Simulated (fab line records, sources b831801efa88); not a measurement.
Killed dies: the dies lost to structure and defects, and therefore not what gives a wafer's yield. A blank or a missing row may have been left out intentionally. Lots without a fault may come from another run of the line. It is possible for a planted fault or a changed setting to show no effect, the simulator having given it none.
Chamber matching :: flow sky130 :: SKY_VIA4_ETCH_12 on rie_diel-04: 4 sister chambers
The step etches SiO2 in C4F8/O2/Ar, stops on TiN, target depth 580 nm. 8 wafers are shown with their chamber, then 9 later ones without.

== WAFERS WITH THEIR CHAMBER ==
wafer: L076.1
chamber: 1
oes_product_au (a.u.): 0.926

wafer: L076.2
chamber: 2
oes_product_au (a.u.): 0.923

wafer: L076.3
chamber: 3
oes_product_au (a.u.): 0.928

wafer: L076.5
chamber: 1
oes_product_au (a.u.): 0.926

wafer: L076.6
chamber: 0
oes_product_au (a.u.): 0.933

wafer: L080.1
chamber: 3
oes_product_au (a.u.): 0.922

wafer: L080.2
chamber: 0
oes_product_au (a.u.): 0.925

wafer: L080.3
chamber: 2
oes_product_au (a.u.): 0.931

== WAFERS WITHOUT THEIR CHAMBER ==
wafer: L083.3
oes_product_au (a.u.): 0.923

wafer: L083.5
oes_product_au (a.u.): 0.924

wafer: L083.6
oes_product_au (a.u.): 0.923

wafer: L084.1
oes_product_au (a.u.): 0.929

wafer: L084.2
oes_product_au (a.u.): 0.925

wafer: L084.3
oes_product_au (a.u.): 0.926

wafer: L087.1
oes_product_au (a.u.): 0.934

wafer: L087.3
oes_product_au (a.u.): 0.921

wafer: L087.6
oes_product_au (a.u.): 0.922

== WHICH CHAMBER EACH ONE RAN IN ==
wafer: L083.3
from the rows above: can't be placed: 3 or 1 or 2 or 0
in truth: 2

wafer: L083.5
from the rows above: can't be placed: 3 or 1 or 2 or 0
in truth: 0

wafer: L083.6
from the rows above: can't be placed: 3 or 1 or 2 or 0
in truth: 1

wafer: L084.1
from the rows above: can't be placed: 0 or 2 or 1 or 3
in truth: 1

wafer: L084.2
from the rows above: can't be placed: 3 or 1 or 2 or 0
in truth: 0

wafer: L084.3
from the rows above: can't be placed: 1 or 2 or 3 or 0
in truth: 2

wafer: L087.1
from the rows above: can't be placed: 0 or 2 or 1 or 3
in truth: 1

wafer: L087.3
from the rows above: can't be placed: 3 or 1 or 2 or 0
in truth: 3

wafer: L087.6
from the rows above: can't be placed: 3 or 1 or 2 or 0
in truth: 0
0 of 9 placed correctly. Not placeable from these rows: 9 (in 9, the candidates include the true chamber). Placed wrongly: 0.
How it was worked out, from the rows above alone: a wafer's distance from a chamber is the root of the sum, over the readings, of the square of ((its reading less the chamber's mean) divided by the reading's scatter). If the next closest chamber is less than 2 further off than the closest, the wafer can't be placed; otherwise it belongs to the closest. The mean given for a chamber averages the wafers shown for that chamber. The scatter is the square root of a quotient: the sum, over the shown wafers, of each reading's squared deviation from its chamber's mean, divided by wafers minus chambers.
